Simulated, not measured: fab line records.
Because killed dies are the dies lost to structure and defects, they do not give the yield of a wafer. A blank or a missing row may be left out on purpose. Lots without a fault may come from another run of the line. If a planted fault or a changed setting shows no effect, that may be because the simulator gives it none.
What tool caused it? + flow gf180mcu + 11 lots, 33 wafers sampled, at 2 steps of a route of 602

WHAT EACH GAUGE READ, for each wafer
GF_V3_THK_MEAS_25: measures by xrf.
| lot  | measured     | on            | V3_W_THK (nm) |
|------|--------------|---------------|---------------|
| L753 | day 22 05:07 | film-metro-04 | 350 349 353   |
| L754 | day 22 13:13 | film-metro-04 | 351 346 351   |
| L755 | day 23 00:21 | film-metro-04 | 344 340 344   |
| L756 | day 23 10:14 | film-metro-01 | 350 350 350   |
| L757 | day 23 15:31 | film-metro-02 | 354 355 355   |
| L764 | day 26 08:05 | film-metro-01 | 339 343 345   |
| L767 | day 27 06:03 | film-metro-02 | 344 342 346   |
| L769 | day 27 23:06 | film-metro-02 | 343 350 340   |
| L770 | day 28 08:05 | film-metro-04 | 352 343 353   |
| L773 | day 28 23:52 | film-metro-02 | 354 348 353   |
| L775 | day 29 20:23 | film-metro-01 | 345 347 345   |

TOOL THAT RAN EACH LOT (tool first, then ch and the chambers of the sampled wafers, then the start)
| lot  | GF_V3_CVD_23                  |
|------|-------------------------------|
| L753 | cvd-w-02 ch 0,1, day 22 04:52 |
| L754 | cvd-w-01 ch 0,1, day 22 12:59 |
| L755 | cvd-w-01 ch 0,1, day 23 00:07 |
| L756 | cvd-w-01 ch 0,1, day 23 10:01 |
| L757 | cvd-w-02 ch 0,1, day 23 15:16 |
| L764 | cvd-w-01 ch 0, day 26 07:46   |
| L767 | cvd-w-02 ch 1, day 27 05:49   |
| L769 | cvd-w-01 ch 0,1, day 27 22:52 |
| L770 | cvd-w-02 ch 0,1, day 28 07:51 |
| L773 | cvd-w-01 ch 0,1, day 28 23:37 |
| L775 | cvd-w-02 ch 0,1, day 29 20:08 |
- GF_V3_CVD_23: deposits W, target thk 350 nm, time 104.9 s.

WHAT THE TOOLS THEMSELVES READ (means of the sampled wafers that have a number; where no wafer has one, the mark that the record gives instead)
GF_V3_CVD_23.
| lot  | tool     | heater-power-w (W) |
|------|----------|--------------------|
| L753 | cvd-w-02 | 892                |
| L754 | cvd-w-01 | 730                |
| L755 | cvd-w-01 | 795                |
| L756 | cvd-w-01 | 805                |
| L757 | cvd-w-02 | 909                |
| L764 | cvd-w-01 | 670                |
| L767 | cvd-w-02 | 951                |
| L769 | cvd-w-01 | 739                |
| L770 | cvd-w-02 | 917                |
| L773 | cvd-w-01 | 792                |
| L775 | cvd-w-02 | 902                |

THE ANSWER, worked out from the rows above alone
Rule: what is usual is taken from the lots themselves. Put in order of their means at a reading, lots are off if they are a third of the lots or fewer, leave a main group of 4 or more, and stand apart from it by a gap of 3 or more times the standard deviation of the main group's means; of several such gaps the widest counts. If all means in a main group match to the digits the tables above print for the reading, that group is not used. Also off: a lot with no number at a reading for which 4 or more lots have one. All remaining lots with rows at the step are treated as sound. The gauges are gone through in route order, then the tools' own readings, and for those a lot's mean is taken as printed above. At the first step where some lot is off, the reading lying furthest off is the one used; lots without a number count as furthest.
No lot is off on any of the readings shown, so nothing can be concluded from this.

WHAT WAS PUT IN BY THE SIMULATOR
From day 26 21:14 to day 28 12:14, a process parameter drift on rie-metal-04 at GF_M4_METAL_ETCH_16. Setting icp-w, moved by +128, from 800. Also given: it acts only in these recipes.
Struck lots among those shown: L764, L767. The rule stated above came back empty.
